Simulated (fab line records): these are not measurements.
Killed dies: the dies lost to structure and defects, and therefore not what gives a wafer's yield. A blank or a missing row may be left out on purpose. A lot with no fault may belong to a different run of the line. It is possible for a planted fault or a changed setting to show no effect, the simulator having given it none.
fab line records ; flow gf180mcu
[record] lots = 14; wafers = 42; last_day = 34
route steps=602 shown V1@352 M2@362
lots that met no fault: taken from a fault-free run of the same line
start_h: hours from the record's first day to the start of the lot's first wafer shown ; wait_h: how many hours have passed since the lot's step before this one ; " unchanged from the row above ; L1.1+2: a row that stands for several wafers ; - no value, or no start given ; * or withheld: withheld ; < > ~ a bound
route shown NAME@n: NAME is a module with steps in the file, n the number in the route of the first one ; usual: mean and standard deviation over wafers with no fault ; same: alike in all rows ; chamber/n: place in a boat ; sites: per-site readings ; _std_site: standard deviation of those values ; _edge_site: the outer-site mean with the inner-site mean subtracted ; radius_mm: for every site, how far away it sits from the centre of the wafer ; mask NAME#n: copy n ; behind: the tool/chamber that last shaped the wafer ; hold: what put the lot on hold/how long, in hours/how the hold closed ; device: names the non-switching transistor (n, p or np) ; end of line: at the end of the route, the tests of the same wafers ; a step given without rows: its recipe and nothing more ; killed: dies lost to structure and defects at the first sort, not the wafer's yield ; map: a wafer's dies, x killed, . not, _ none there
set.NAME: the setting that was run; set.NAME@STEP: the one run at that earlier step ; model.NAME: the simulator's own value behind a step, which no gauge read
steps of the route over a sample of lots; a table a step, a row a wafer
services: when a tool's chamber went out of use (start_h, in hours from the record's first day, below 0 if earlier), for how many hours, and the reason
[[steps]]
[step GF_V1_ETCH_17]
[recipe] chemistry = C4F8/O2/Ar; mask_material = KrF; target = SiO2; stop_on = TiN; source_w = 1500; bias_w = 1200; pressure_mtorr = 40; c4f8_flow_sccm = withheld; O2_flow_sccm = 6; Ar_flow_sccm = 300; time_s = withheld; target_depth_a = 6300
[usual] oes_product_au = 0.856/0.0043
lot.wafer;tool;chamber;start_h;wait_h;oes_product_au
L944.2;rie_diel-03;1;-;-;0.857
L944.4;rie_diel-03;2;-;-;0.852
L944.6;rie_diel-03;1;-;-;0.861
L945.1;rie_diel-04;3;-;-;0.858
L945.2;rie_diel-04;2;-;-;0.858
L945.5;rie_diel-04;3;-;-;0.865
L948.1;rie_diel-04;0;-;-;0.852
L948.2;rie_diel-04;3;-;-;0.861
L948.5;rie_diel-04;3;-;-;0.855
L949.2;rie_diel-03;0;-;-;0.855
L949.5;rie_diel-03;3;-;-;0.854
L949.6;rie_diel-03;2;-;-;0.858
L952.3;rie_diel-01;1;-;-;0.852
L952.4;rie_diel-01;2;-;-;0.851
L952.5;rie_diel-01;1;-;-;0.849
L954.1;rie_diel-04;1;-;-;0.856
L954.3;rie_diel-04;2;-;-;0.858
L954.4;rie_diel-04;0;-;-;0.857
L955.3;rie_diel-01;0;-;-;0.854
L955.5;rie_diel-01;1;-;-;0.854
L955.6;rie_diel-01;0;-;-;0.862
L956.1;rie_diel-04;3;-;-;0.849
L956.3;rie_diel-04;0;-;-;0.855
L956.4;rie_diel-04;1;-;-;0.852
L957.3;rie_diel-03;1;-;-;0.865
L957.4;rie_diel-03;0;-;-;0.860
L957.5;rie_diel-03;1;-;-;0.851
L958.2;rie_diel-01;1;-;-;0.864
L958.4;rie_diel-01;0;-;-;0.858
L958.6;rie_diel-01;3;-;-;0.850
L963.1;rie_diel-03;3;-;-;0.862
L963.4;rie_diel-03;1;-;-;0.861
L963.5;rie_diel-03;2;-;-;0.857
L965.1;rie_diel-04;1;-;-;0.859
L965.3;rie_diel-04;2;-;-;0.863
L965.6;rie_diel-04;2;-;-;0.854
L966.3;rie_diel-03;1;-;-;0.850
L966.4;rie_diel-03;2;-;-;0.857
L966.5;rie_diel-03;0;-;-;0.855
L967.1;rie_diel-03;0;-;-;0.862
L967.2;rie_diel-03;3;-;-;0.849
L967.4;rie_diel-03;2;-;-;0.850
[step GF_V1_STRIP_18]
[recipe] chemistry = O2/N2; power_w = 1400; pressure_mtorr = 1500; platen_temp_c = 250; o2_flow_sccm = 3000; n2_flow_sccm = 300; overash_fraction = 0.5
[usual] drypump_motor_current_A = 5.8/0.48; heater_power_w = 355/44; oes_product_au = 0.594/0.005
lot.wafer;tool;chamber;start_h;wait_h;drypump_motor_current_A;heater_power_w;oes_product_au;rf_hours_counter_h
L944.2;plasma_asher-03;1;408.49;-;5.2;287;0.598;62
L944.4;plasma_asher-03;0;408.49;-;6.4;326;0.597;-
L944.6;plasma_asher-03;1;408.49;-;5.2;284;0.584;-
L945.1;plasma_asher-04;0;416.68;-;5.1;317;0.594;77
L945.2;plasma_asher-04;1;416.68;-;5.4;380;0.600;77
L945.5;plasma_asher-04;0;416.68;-;5.1;316;0.588;-
L948.1;plasma_asher-04;0;446.69;-;5.1;325;0.590;81
L948.2;plasma_asher-04;1;446.69;-;5.4;380;0.604;81
L948.5;plasma_asher-04;0;446.69;-;5.2;316;0.599;-
L949.2;plasma_asher-04;1;457.63;-;5.4;373;0.590;82
L949.5;plasma_asher-04;0;457.63;-;5.2;315;0.597;-
L949.6;plasma_asher-04;1;457.63;-;5.4;378;0.591;-
L952.3;plasma_asher-02;0;489.77;-;5.8;343;0.582;-
L952.4;plasma_asher-02;1;489.77;-;6.3;417;0.593;-
L952.5;plasma_asher-02;0;489.77;-;5.8;358;0.596;-
L954.1;plasma_asher-02;0;504.09;-;5.7;348;0.597;39
L954.3;plasma_asher-02;0;504.09;-;5.7;354;0.592;-
L954.4;plasma_asher-02;1;504.09;-;6.3;417;0.601;-
L955.3;plasma_asher-03;0;509.37;-;6.4;331;0.599;-
L955.5;plasma_asher-03;1;509.37;-;5.2;286;0.593;-
L955.6;plasma_asher-03;0;509.37;-;6.4;327;0.592;-
L956.1;plasma_asher-03;1;518.03;-;5.2;280;0.600;74
L956.3;plasma_asher-03;0;518.03;-;6.4;329;0.589;-
L956.4;plasma_asher-03;1;518.03;-;5.2;280;0.593;-
L957.3;plasma_asher-02;0;528.92;-;5.8;360;0.592;-
L957.4;plasma_asher-02;1;528.92;-;6.3;418;0.596;-
L957.5;plasma_asher-02;0;528.92;-;5.8;361;0.594;-
L958.2;plasma_asher-03;0;538.29;-;6.4;322;0.595;77
L958.4;plasma_asher-03;1;538.29;-;5.2;282;0.594;-
L958.6;plasma_asher-03;0;538.29;-;6.4;333;0.588;-
L963.1;plasma_asher-02;1;572.89;-;6.3;409;0.596;45
L963.4;plasma_asher-02;0;572.89;-;5.8;357;0.597;-
L963.5;plasma_asher-02;0;572.89;-;5.8;355;0.589;-
L965.1;plasma_asher-02;1;590.54;-;6.3;411;0.599;47
L965.3;plasma_asher-02;0;590.54;-;5.8;361;0.599;-
L965.6;plasma_asher-02;1;590.54;-;6.3;414;0.597;-
L966.3;plasma_asher-02;1;595.07;-;6.3;419;0.599;-
L966.4;plasma_asher-02;0;595.07;-;5.8;357;0.604;-
L966.5;plasma_asher-02;0;595.07;-;5.8;345;0.595;-
L967.1;plasma_asher-02;0;607.69;-;5.8;362;0.594;49
L967.2;plasma_asher-02;1;607.69;-;6.4;416;0.586;49
L967.4;plasma_asher-02;0;607.69;-;5.8;358;0.596;-
[step GF_M2_SPUTTER_00]
[recipe] material = Ti; target_thk_nm = 37.5; arriving_ion_energy_ev = 80; substrate_temp_c = 200; chamber_pressure_pa = 2; power_w = 4000; time_s = 150
[usual] substrate_temp_c = 200.02/0.15; throttle_valve_pct = 29.9/0.97
[same] time_s = 150
lot.wafer;tool;chamber;start_h;wait_h;substrate_temp_c;throttle_valve_pct
L944.2;pvd_sputter-03;-;409.74;0.1;200.11;29.8
L944.4;pvd_sputter-03;-;409.74;0.1;200.28;31.1
L944.6;pvd_sputter-03;-;409.74;0.1;200.24;29.7
L945.1;pvd_sputter-02;-;417.91;0.2;199.95;29.6
L945.2;pvd_sputter-02;-;417.91;0.2;200.10;30.6
L945.5;pvd_sputter-02;-;417.91;0.2;200.07;30.7
L948.1;pvd_sputter-02;-;447.92;0.2;199.66;28.5
L948.2;pvd_sputter-02;-;447.92;0.2;199.92;29.5
L948.5;pvd_sputter-02;-;447.92;0.2;200.03;28.9
L949.2;pvd_sputter-02;-;458.86;0.2;200.15;28.1
L949.5;pvd_sputter-02;-;458.86;0.2;199.83;29.6
L949.6;pvd_sputter-02;-;458.86;0.2;200.10;28.2
L952.3;pvd_sputter-03;-;491.00;0.1;199.93;30.7
L952.4;pvd_sputter-03;-;491.00;0.1;200.03;29.8
L952.5;pvd_sputter-03;-;491.00;0.1;200.03;31.0
L954.1;pvd_sputter-03;-;505.32;0.2;200.39;30.6
L954.3;pvd_sputter-03;-;505.32;0.2;199.87;30.2
L954.4;pvd_sputter-03;-;505.32;0.2;200.09;31.5
L955.3;pvd_sputter-01;-;510.56;0.2;200.22;29.8
L955.5;pvd_sputter-01;-;510.56;0.2;199.83;28.3
L955.6;pvd_sputter-01;-;510.56;0.2;200.10;29.7
L956.1;pvd_sputter-01;-;519.26;0.2;200.11;29.7
L956.3;pvd_sputter-01;-;519.26;0.2;200.05;30.7
L956.4;pvd_sputter-01;-;519.26;0.2;199.85;28.3
L957.3;pvd_sputter-03;-;530.18;0.2;200.08;30.6
L957.4;pvd_sputter-03;-;530.18;0.2;200.03;31.1
L957.5;pvd_sputter-03;-;530.18;0.2;200.07;30.0
L958.2;pvd_sputter-02;-;539.52;0.1;200.10;28.5
L958.4;pvd_sputter-02;-;539.52;0.1;199.94;28.4
L958.6;pvd_sputter-02;-;539.52;0.1;200.25;29.4
L963.1;pvd_sputter-02;-;574.12;0.2;200.01;28.6
L963.4;pvd_sputter-02;-;574.12;0.2;199.94;30.7
L963.5;pvd_sputter-02;-;574.12;0.2;199.93;28.6
L965.1;pvd_sputter-03;-;591.79;0.2;200.15;31.4
L965.3;pvd_sputter-03;-;591.79;0.2;199.93;29.9
L965.6;pvd_sputter-03;-;591.79;0.2;199.94;31.3
L966.3;pvd_sputter-03;-;596.28;0.2;200.16;31.5
L966.4;pvd_sputter-03;-;596.28;0.2;199.81;29.5
L966.5;pvd_sputter-03;-;596.28;0.2;200.37;31.2
L967.1;pvd_sputter-03;-;608.93;0.2;200.05;30.7
L967.2;pvd_sputter-03;-;608.93;0.2;199.92;31.2
L967.4;pvd_sputter-03;-;608.93;0.2;200.08;30.0
[step GF_M2_EXPOSE_11]
[recipe] mask_id = Metal2; target_cd_nm = 280; na = 0.68; source_shape = conventional; sigma_outer = 0.6; dose_mj = 28
[usual] exposure_dose_mJ_cm2 = 27.96/0.035; focus_offset_nm = -0.1/0.56; sigma_outer = 0.6/0
lot.wafer;tool;chamber;start_h;wait_h;mask;exposure_dose_mJ_cm2;focus_offset_nm;sigma_outer
L944.2;krf_scanner-01;0;422.52;-;Metal2#0;27.95;0.6;0.6
L944.4;krf_scanner-01;0;422.52;-;Metal2#0;27.98;0.4;0.6
L944.6;krf_scanner-01;0;422.52;-;Metal2#0;28.00;0.1;0.6
L945.1;krf_scanner-02;0;430.67;-;Metal2#0;27.94;0.6;0.6
L945.2;krf_scanner-02;0;430.67;-;Metal2#0;27.93;0.2;0.6
L945.5;krf_scanner-02;0;430.67;-;Metal2#0;27.97;-0.7;0.6
L948.1;krf_scanner-02;0;460.32;-;Metal2#0;27.96;0.5;0.6
L948.2;krf_scanner-02;0;460.32;-;Metal2#0;27.97;0.8;0.6
L948.5;krf_scanner-02;0;460.32;-;Metal2#0;27.99;0.3;0.6
L949.2;krf_scanner-02;0;471.02;-;Metal2#0;27.96;-1.1;0.6
L949.5;krf_scanner-02;0;471.02;-;Metal2#0;28.00;0.4;0.6
L949.6;krf_scanner-02;0;471.02;-;Metal2#0;27.98;-0.5;0.6
L952.3;krf_scanner-01;0;502.98;-;Metal2#0;27.98;-0.8;0.6
L952.4;krf_scanner-01;0;502.98;-;Metal2#0;27.97;-0.2;0.6
L952.5;krf_scanner-01;0;502.98;-;Metal2#0;27.98;-0.4;0.6
L954.1;krf_scanner-01;0;517.41;-;Metal2#0;28.01;-0.3;0.6
L954.3;krf_scanner-01;0;517.41;-;Metal2#0;27.96;0.4;0.6
L954.4;krf_scanner-01;0;517.41;-;Metal2#0;27.98;-0.7;0.6
L955.3;krf_scanner-01;0;522.29;-;Metal2#0;28.00;-0.5;0.6
L955.5;krf_scanner-01;0;522.29;-;Metal2#0;28.00;0.9;0.6
L955.6;krf_scanner-01;0;522.29;-;Metal2#0;28.03;0.3;0.6
L956.1;krf_scanner-02;-;531.36;-;Metal2#0;-;-;-
L956.3;krf_scanner-02;-;531.36;-;Metal2#0;-;-;-
L956.4;krf_scanner-02;-;531.36;-;Metal2#0;-;-;-
L957.3;krf_scanner-01;-;542.32;-;Metal2#0;-;-;-
L957.4;krf_scanner-01;-;542.32;-;Metal2#0;-;-;-
L957.5;krf_scanner-01;-;542.32;-;Metal2#0;-;-;-
L958.2;krf_scanner-01;0;551.12;-;Metal2#0;27.98;1.3;0.6
L958.4;krf_scanner-01;0;551.12;-;Metal2#0;28.00;1.0;0.6
L958.6;krf_scanner-01;0;551.12;-;Metal2#0;27.99;0.7;0.6
L963.1;krf_scanner-02;0;585.35;-;Metal2#0;27.93;0.2;0.6
L963.4;krf_scanner-02;0;585.35;-;Metal2#0;27.97;-0.2;0.6
L963.5;krf_scanner-02;0;585.35;-;Metal2#0;27.93;0.1;0.6
L965.1;krf_scanner-02;0;602.55;-;Metal2#0;27.94;0.3;0.6
L965.3;krf_scanner-02;0;602.55;-;Metal2#0;27.94;-0.3;0.6
L965.6;krf_scanner-02;0;602.55;-;Metal2#0;27.93;0.2;0.6
L966.3;krf_scanner-02;0;607.24;-;Metal2#0;27.94;0.3;0.6
L966.4;krf_scanner-02;0;607.24;-;Metal2#0;27.95;0.2;0.6
L966.5;krf_scanner-02;0;607.24;-;Metal2#0;27.93;0.3;0.6
L967.1;krf_scanner-02;0;618.89;-;Metal2#0;27.97;-0.3;0.6
L967.2;krf_scanner-02;0;618.89;-;Metal2#0;27.97;-0.6;0.6
L967.4;krf_scanner-02;0;618.89;-;Metal2#0;27.98;-0.7;0.6
[[services]]
tool;chamber;start_h;hours;kind
krf_scanner-02;-;390.92;4.0;pm
krf_scanner-01;-;412.92;5.2;repair
krf_scanner-01;-;420.27;1.0;pm
krf_scanner-01;-;422.97;0.6;repair
plasma_asher-02;-;428.39;2.3;repair
krf_scanner-02;-;435.08;0.8;pm
krf_scanner-01;-;441.01;3.3;repair
krf_scanner-01;-;444.35;1.3;pm
krf_scanner-02;-;449.52;1.0;pm
krf_scanner-01;-;464.69;4.4;repair
krf_scanner-02;-;465.41;0.6;repair
pvd_sputter-03;-;474.38;5.7;repair
plasma_asher-02;-;481.29;0.5;repair
rie_diel-03;3;482.61;14.6;repair
krf_scanner-02;-;484.63;4.4;pm
krf_scanner-01;-;489.00;0.8;pm
plasma_asher-02;-;521.52;4.3;pm
krf_scanner-02;-;541.63;1.3;pm
krf_scanner-01;-;568.25;0.9;repair
krf_scanner-01;-;589.26;1.0;pm
krf_scanner-02;-;603.88;0.8;pm
krf_scanner-01;-;611.60;0.3;repair
rie_diel-03;3;612.08;10.1;repair
krf_scanner-01;-;617.72;1.3;pm
[[key]]
[first_sign] step = GF_M2_EXPOSE_11; reading = tool_record; direction = missing
effect none on later readings
met_at GF_M2_EXPOSE_11
struck_lots L956,L957
later_rows_left_out L956.1,L956.3,L956.4,L957.3,L957.4,L957.5
sort_left_out L956.1,L956.3,L956.4,L957.3,L957.4,L957.5
not_acting_at GF_V1_ETCH_17,GF_V1_STRIP_18,GF_M2_SPUTTER_00
onset_between 522.29 531.36
[fault] kind = skipped_step_whole; tool = krf_scanner-01,krf_scanner-02; chamber = -; onset_h = 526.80; steps = GF_M2_EXPOSE_11; scope = struck_lots_only
// sort_left_out: the simulated sort isn't trusted on such a fault, so these wafers' sort isn't shown, and their yield isn't known
// later_rows_left_out: the simulator's readings of these wafers behind a module that went badly wrong aren't trusted and aren't shown, but for the sort
